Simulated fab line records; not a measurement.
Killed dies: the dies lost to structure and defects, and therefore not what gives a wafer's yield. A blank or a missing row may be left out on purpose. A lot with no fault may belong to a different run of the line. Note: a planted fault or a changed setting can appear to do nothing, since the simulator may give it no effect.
Code-filled problem report in 8D (eight disciplines) form	flow gf180mcu	the parts of the form that need people (team, actions taken, sign-off) are left out

1. WHAT WENT WRONG
Wafers free of any fault read 1562 (standard deviation 17) for MVSD_TW at GF_MVSD_TW_MEAS_11, against a mean of 1462 on 6 wafers of 2 lots. That puts it -5.9 standard deviations away from the usual mean.
First seen on wafer L688.1, day 7 19:30, on filmMetro-04. The record holds 36 wafers of 12 lots with a number at this step. Rule for "out" (also "out of limits"): further than 4 standard deviations from the usual mean. The rest of the wafers with a number are treated as sound.

2. WHAT IT IS; WHAT IT IS NOT
question	is	is not
which readings at this step	MVSD_TW	-
which lots	L688, L689	L675, L677, L678, L679, L680, L681, L682, L690, L692, L695
which wafers of those lots	all that have a number	-
read on which gauges	filmMetro-03, filmMetro-04	filmMetro-01
when	from day 7 19:30	up to then (21 sound wafers); but 9 sound wafers of L690, L692, L695 came after

3. THE SUSPECTS, EACH WITH WHAT RULES IT OUT
Counting: a tool stays on the suspect list if, at a process step up to the reading, it processed all lots that are out and no sound lot following the first of them.
- the gauge at GF_MVSD_TW_MEAS_11 is ruled out. The wafers that are out were read on 2 gauges (filmMetro-03, filmMetro-04).
- implanter-04 at GF_MVSD_IMPLANT_08: kept. It ran every lot that is out, first L688 (day 7 19:06), and no sound lot after that; its last sound lot up to then is L682 (day 6 07:34). Its own doseIonsCm2, faradayCurrentUA readings are out on those wafers.
After counting, what remains is implanter-04 at GF_MVSD_IMPLANT_08.

4. THE CAUSE (what the simulator had put in)
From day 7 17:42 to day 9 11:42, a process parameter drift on implanter-04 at GF_MVSD_IMPLANT_08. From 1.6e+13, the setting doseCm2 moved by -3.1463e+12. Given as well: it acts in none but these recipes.
Counting left only this tool.

5. THE CHAIN OF EFFECTS, in route order
One row per reading whose mean, taken over the struck wafers that have a number, lies over 3 standard deviations from the usual. Scope: only readings with a usual standard deviation given in the record; hours: median across lots of the time from each lot's start at the first step in this table that gives one to its start at this step; sigmas: change in usual standard deviations.
hours	step	reading	usual	on struck wafers	change	sigmas
0	GF_MVSD_IMPLANT_08	doseIonsCm2	1.6e+13	1.3e+13	-3.1e+12	-99 or more
0	GF_MVSD_IMPLANT_08	faradayCurrentUA	90.0	71.6	-18.4	-10
0	GF_MVSD_TW_MEAS_11	MVSD_TW	1562	1462	-100	-5.9
91	GF_VT_IMPLANT_RS_MEAS_46	MVSD_RS	457.0 ohm/sq	510.3	+53.3	+41
It contains these process steps:
- GF_MVSD_IMPLANT_08
At these later measuring or inspecting steps, every struck wafer for which the step has a row has a number for every such reading, and none has moved that far: GF_MVPSD_TW_MEAS_11.

6. WHAT WOULD HAVE CAUGHT IT SOONER
2 hours passed between the start of the fault at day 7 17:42 and the first reading out of limits at a measuring or inspecting step in this record, taken at day 7 19:30.
At GF_MVSD_IMPLANT_08, the tool's own readings (doseIonsCm2, faradayCurrentUA) were out on each struck wafer the step has a row for, so an alarm limit on them would have fired on the first such wafer.
Lots out: 2; of these, L689 started GF_MVSD_IMPLANT_08 on implanter-04 after day 7 19:30. It would have been spared by a hold on the tool at that moment.
